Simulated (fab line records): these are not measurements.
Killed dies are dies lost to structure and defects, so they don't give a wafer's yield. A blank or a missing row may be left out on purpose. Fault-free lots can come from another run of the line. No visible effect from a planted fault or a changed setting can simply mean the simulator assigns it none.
Which tool was responsible? || flow gf180mcu || 13 lots with 39 wafers sampled at 5 steps, on a route of 602 steps

== WHAT EACH GAUGE READ, for each wafer ==
GF_V3_THK_MEAS_01.
{"lot": "L459", "measured": "day 22 13:32", "on": "filmMetro-03", "V3_CVD_00_THK (nm)": "600 598 595"}
{"lot": "L460", "measured": "day 23 00:22", "on": "filmMetro-04", "V3_CVD_00_THK (nm)": "603 597 604"}
{"lot": "L461", "measured": "day 23 01:35", "on": "filmMetro-04", "V3_CVD_00_THK (nm)": "610 585 616"}
{"lot": "L462", "measured": "day 23 04:59", "on": "filmMetro-04", "V3_CVD_00_THK (nm)": "603 593 598"}
{"lot": "L463", "measured": "day 23 17:04", "on": "filmMetro-01", "V3_CVD_00_THK (nm)": "592 594 604"}
{"lot": "L464", "measured": "day 24 07:05", "on": "filmMetro-04", "V3_CVD_00_THK (nm)": "601 618 614"}
{"lot": "L465", "measured": "day 24 08:04", "on": "filmMetro-01", "V3_CVD_00_THK (nm)": "596 593 599"}
{"lot": "L466", "measured": "day 24 15:35", "on": "filmMetro-01", "V3_CVD_00_THK (nm)": "611 606 616"}
{"lot": "L474", "measured": "day 27 06:12", "on": "filmMetro-01", "V3_CVD_00_THK (nm)": "592 614 600"}
{"lot": "L475", "measured": "day 27 10:31", "on": "filmMetro-04", "V3_CVD_00_THK (nm)": "593 588 601"}
{"lot": "L476", "measured": "day 27 21:05", "on": "filmMetro-04", "V3_CVD_00_THK (nm)": "603 598 598"}
{"lot": "L478", "measured": "day 28 05:59", "on": "filmMetro-01", "V3_CVD_00_THK (nm)": "592 594 595"}
{"lot": "L480", "measured": "day 28 19:57", "on": "filmMetro-01", "V3_CVD_00_THK (nm)": "593 577 578"}

GF_V3_THK_MEAS_03.
{"lot": "L459", "measured": "day 22 13:40", "on": "filmMetro-04", "V3_CVD_02_THK (nm)": "862 855 859"}
{"lot": "L460", "measured": "day 23 00:30", "on": "filmMetro-01", "V3_CVD_02_THK (nm)": "850 830 869"}
{"lot": "L461", "measured": "day 23 01:43", "on": "filmMetro-03", "V3_CVD_02_THK (nm)": "853 846 856"}
{"lot": "L462", "measured": "day 23 05:07", "on": "filmMetro-03", "V3_CVD_02_THK (nm)": "858 856 863"}
{"lot": "L463", "measured": "day 23 17:11", "on": "filmMetro-03", "V3_CVD_02_THK (nm)": "850 864 871"}
{"lot": "L464", "measured": "day 24 07:13", "on": "filmMetro-04", "V3_CVD_02_THK (nm)": "853 859 877"}
{"lot": "L465", "measured": "day 24 08:12", "on": "filmMetro-04", "V3_CVD_02_THK (nm)": "870 855 877"}
{"lot": "L466", "measured": "day 24 15:43", "on": "filmMetro-04", "V3_CVD_02_THK (nm)": "834 847 849"}
{"lot": "L474", "measured": "day 27 06:20", "on": "filmMetro-03", "V3_CVD_02_THK (nm)": "910 900 900"}
{"lot": "L475", "measured": "day 27 10:39", "on": "filmMetro-03", "V3_CVD_02_THK (nm)": "849 853 861"}
{"lot": "L476", "measured": "day 27 21:13", "on": "filmMetro-04", "V3_CVD_02_THK (nm)": "882 892 908"}
{"lot": "L478", "measured": "day 28 06:07", "on": "filmMetro-04", "V3_CVD_02_THK (nm)": "835 834 837"}
{"lot": "L480", "measured": "day 28 20:05", "on": "filmMetro-03", "V3_CVD_02_THK (nm)": "858 848 853"}

GF_V3_CD_MEAS_14 targets a cd of 260 nm.
{"lot": "L459", "measured": "day 23 12:47", "on": "cdSem-02", "cdNm (nm)": "261.3 260.3 260.3"}
{"lot": "L460", "measured": "day 23 23:04", "on": "cdSem-02", "cdNm (nm)": "260.8 261.1 260.0"}
{"lot": "L461", "measured": "day 24 00:49", "on": "cdSem-01", "cdNm (nm)": "260.0 258.5 259.4"}
{"lot": "L462", "measured": "day 24 03:55", "on": "cdSem-01", "cdNm (nm)": "258.4 260.3 259.9"}
{"lot": "L463", "measured": "day 24 15:04", "on": "cdSem-01", "cdNm (nm)": "260.8 260.8 260.1"}
{"lot": "L464", "measured": "day 25 05:19", "on": "cdSem-01", "cdNm (nm)": "259.1 258.7 259.3"}
{"lot": "L465", "measured": "day 25 06:36", "on": "cdSem-02", "cdNm (nm)": "259.6 260.5 259.6"}
{"lot": "L466", "measured": "day 25 13:38", "on": "cdSem-02", "cdNm (nm)": "261.2 261.8 261.5"}
{"lot": "L474", "measured": "day 28 01:50", "on": "cdSem-02", "cdNm (nm)": "258.7 258.7 259.0"}
{"lot": "L475", "measured": "day 28 07:01", "on": "cdSem-02", "cdNm (nm)": "259.9 260.3 260.1"}
{"lot": "L476", "measured": "day 28 16:43", "on": "cdSem-01", "cdNm (nm)": "259.5 260.0 256.3"}
{"lot": "L478", "measured": "day 29 02:31", "on": "cdSem-01", "cdNm (nm)": "258.5 258.3 258.0"}
{"lot": "L480", "measured": "day 29 16:11", "on": "cdSem-02", "cdNm (nm)": "261.7 261.5 261.4"}

== TOOL THAT RAN EACH LOT (tool first, then ch and the chambers of the sampled wafers, then the start) ==
{"lot": "L459", "GF_V2_CMP_26": "cmp-01 ch 0,3, day 21 12:38", "GF_V3_CVD_02": "pecvd-02 ch 0,2, day 22 13:35"}
{"lot": "L460", "GF_V2_CMP_26": "cmp-01 ch 0,1,3, day 21 23:52", "GF_V3_CVD_02": "pecvd-03 ch 1,2, day 23 00:26"}
{"lot": "L461", "GF_V2_CMP_26": "cmp-01 ch 2,3, day 22 01:02", "GF_V3_CVD_02": "pecvd-01 ch 0,2, day 23 01:38"}
{"lot": "L462", "GF_V2_CMP_26": "cmp-02 ch 1,2,3, day 22 04:47", "GF_V3_CVD_02": "pecvd-02 ch 0,2, day 23 05:02"}
{"lot": "L463", "GF_V2_CMP_26": "cmp-02 ch 1,2, day 22 17:14", "GF_V3_CVD_02": "pecvd-03 ch 0,1,2, day 23 17:07"}
{"lot": "L464", "GF_V2_CMP_26": "cmp-01 ch 0,1,2, day 23 07:35", "GF_V3_CVD_02": "pecvd-02 ch 0,2, day 24 07:08"}
{"lot": "L465", "GF_V2_CMP_26": "cmp-01 ch 2,3, day 23 08:58", "GF_V3_CVD_02": "pecvd-03 ch 0,1,2, day 24 08:07"}
{"lot": "L466", "GF_V2_CMP_26": "cmp-01 ch 0,3, day 23 16:07", "GF_V3_CVD_02": "pecvd-01 ch 0,1, day 24 15:38"}
{"lot": "L474", "GF_V2_CMP_26": "cmp-01 ch 0,2,3, day 26 08:22", "GF_V3_CVD_02": "pecvd-02 ch 0,1,2, day 27 06:16"}
{"lot": "L475", "GF_V2_CMP_26": "cmp-02 ch 0,1,2, day 26 12:38", "GF_V3_CVD_02": "pecvd-03 ch 0,1, day 27 10:35"}
{"lot": "L476", "GF_V2_CMP_26": "cmp-01 ch 0,2, day 26 23:33", "GF_V3_CVD_02": "pecvd-02 ch 0,2, day 27 21:09"}
{"lot": "L478", "GF_V2_CMP_26": "cmp-01 ch 0,1,3, day 27 08:46", "GF_V3_CVD_02": "pecvd-01 ch 0,1,2, day 28 06:03"}
{"lot": "L480", "GF_V2_CMP_26": "cmp-01 ch 0,2,3, day 27 22:56", "GF_V3_CVD_02": "pecvd-03 ch 0,1,2, day 28 20:00"}
- GF_V2_CMP_26: polishes, stops on SiO2, t overpolish 15 s, target thk 0 nm.
- GF_V3_CVD_02: deposits SiO2 from TEOS, target thk 850 nm, time 94.851 s.

== WHAT THE TOOLS THEMSELVES READ (means of the sampled wafers that have a number; where no wafer has one, the mark that the record gives instead) ==
GF_V2_CMP_26.
{"lot": "L459", "tool": "cmp-01", "motorCurrentA (A)": 11.5, "overpolishRunS (s)": 14.997, "timeToEndpointS (s)": 83}
{"lot": "L460", "tool": "cmp-01", "motorCurrentA (A)": 11.0, "overpolishRunS (s)": 15.006, "timeToEndpointS (s)": 88}
{"lot": "L461", "tool": "cmp-01", "motorCurrentA (A)": 10.5, "overpolishRunS (s)": 15.000, "timeToEndpointS (s)": 87}
{"lot": "L462", "tool": "cmp-02", "motorCurrentA (A)": 11.3, "overpolishRunS (s)": 15.001, "timeToEndpointS (s)": 90}
{"lot": "L463", "tool": "cmp-02", "motorCurrentA (A)": 11.8, "overpolishRunS (s)": 14.992, "timeToEndpointS (s)": 92}
{"lot": "L464", "tool": "cmp-01", "motorCurrentA (A)": 10.3, "overpolishRunS (s)": 14.996, "timeToEndpointS (s)": 89}
{"lot": "L465", "tool": "cmp-01", "motorCurrentA (A)": 10.9, "overpolishRunS (s)": 14.994, "timeToEndpointS (s)": 94}
{"lot": "L466", "tool": "cmp-01", "motorCurrentA (A)": 11.5, "overpolishRunS (s)": 15.003, "timeToEndpointS (s)": 88}
{"lot": "L474", "tool": "cmp-01", "motorCurrentA (A)": 11.3, "overpolishRunS (s)": 15.003, "timeToEndpointS (s)": 85}
{"lot": "L475", "tool": "cmp-02", "motorCurrentA (A)": 10.9, "overpolishRunS (s)": 15.003, "timeToEndpointS (s)": 84}
{"lot": "L476", "tool": "cmp-01", "motorCurrentA (A)": 11.2, "overpolishRunS (s)": 15.000, "timeToEndpointS (s)": 81}
{"lot": "L478", "tool": "cmp-01", "motorCurrentA (A)": 11.3, "overpolishRunS (s)": 14.994, "timeToEndpointS (s)": 92}
{"lot": "L480", "tool": "cmp-01", "motorCurrentA (A)": 11.3, "overpolishRunS (s)": 15.006, "timeToEndpointS (s)": 90}

GF_V3_CVD_02.
{"lot": "L459", "tool": "pecvd-02", "heaterPowerW (W)": 617, "rfFwdPowerW (W)": 597.0}
{"lot": "L460", "tool": "pecvd-03", "heaterPowerW (W)": 736, "rfFwdPowerW (W)": 597.4}
{"lot": "L461", "tool": "pecvd-01", "heaterPowerW (W)": 741, "rfFwdPowerW (W)": 595.8}
{"lot": "L462", "tool": "pecvd-02", "heaterPowerW (W)": 613, "rfFwdPowerW (W)": 596.3}
{"lot": "L463", "tool": "pecvd-03", "heaterPowerW (W)": 681, "rfFwdPowerW (W)": 596.9}
{"lot": "L464", "tool": "pecvd-02", "heaterPowerW (W)": 604, "rfFwdPowerW (W)": 596.9}
{"lot": "L465", "tool": "pecvd-03", "heaterPowerW (W)": 634, "rfFwdPowerW (W)": 593.9}
{"lot": "L466", "tool": "pecvd-01", "heaterPowerW (W)": 789, "rfFwdPowerW (W)": 596.0}
{"lot": "L474", "tool": "pecvd-02", "heaterPowerW (W)": 603, "rfFwdPowerW (W)": 692.1}
{"lot": "L475", "tool": "pecvd-03", "heaterPowerW (W)": 691, "rfFwdPowerW (W)": 595.3}
{"lot": "L476", "tool": "pecvd-02", "heaterPowerW (W)": 562, "rfFwdPowerW (W)": 693.2}
{"lot": "L478", "tool": "pecvd-01", "heaterPowerW (W)": 704, "rfFwdPowerW (W)": 596.0}
{"lot": "L480", "tool": "pecvd-03", "heaterPowerW (W)": 698, "rfFwdPowerW (W)": 595.0}

== THE ANSWER, worked out from the rows above alone ==
Rule: what is usual is taken from the lots themselves. Put in order of their means at a reading, lots are off if they are a third of the lots or fewer, leave a main group of 4 or more, and stand apart from it by a gap of 3 or more times the standard deviation of the main group's means; of several such gaps the widest counts. The tables above print the reading to a certain number of digits; a main group whose means all agree to those digits is not used. Also off: a lot with no number at a reading for which 4 or more lots have one. Where the step has rows for the other lots, those lots are counted as sound. The gauges are gone through in route order, then the tools' own readings, and for those a lot's mean is taken as printed above. The first step at which some lot is off is used, and at that step the reading that is off furthest; a lot without a number counts as furthest.
Off: L474, L476, at GF_V3_THK_MEAS_03 (V3_CVD_02_THK). The main group has a mean of 854 nm with a standard deviation of 8.8.
A tool fits if, at a process step before that reading, it ran every lot that is off, and no sound lot after the first of them. Not tried: the gauges at GF_V3_THK_MEAS_03; whatever is off there is also off at GF_V3_CVD_02, on other tools, and gauge error can't account for it. One fits: pecvd-02 at GF_V3_CVD_02. A fault onset in the window from L464 (day 24 07:08, its last sound lot) to L474 (day 27 06:16, its first lot off) fits.
On the lots that are off, the tool's own readings at GF_V3_CVD_02 differ by more than 5 times the standard deviation of the sound lots' means, which bears it out; rfFwdPowerW reads 692.7 W there versus 596.0 W on the sound lots.

== WHAT THE SIMULATOR PUT IN ==
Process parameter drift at GF_V3_CVD_02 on pecvd-02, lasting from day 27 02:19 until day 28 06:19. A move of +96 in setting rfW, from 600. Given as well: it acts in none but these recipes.
Lots struck among those shown: L474, L476. This agrees with what the rule above found.
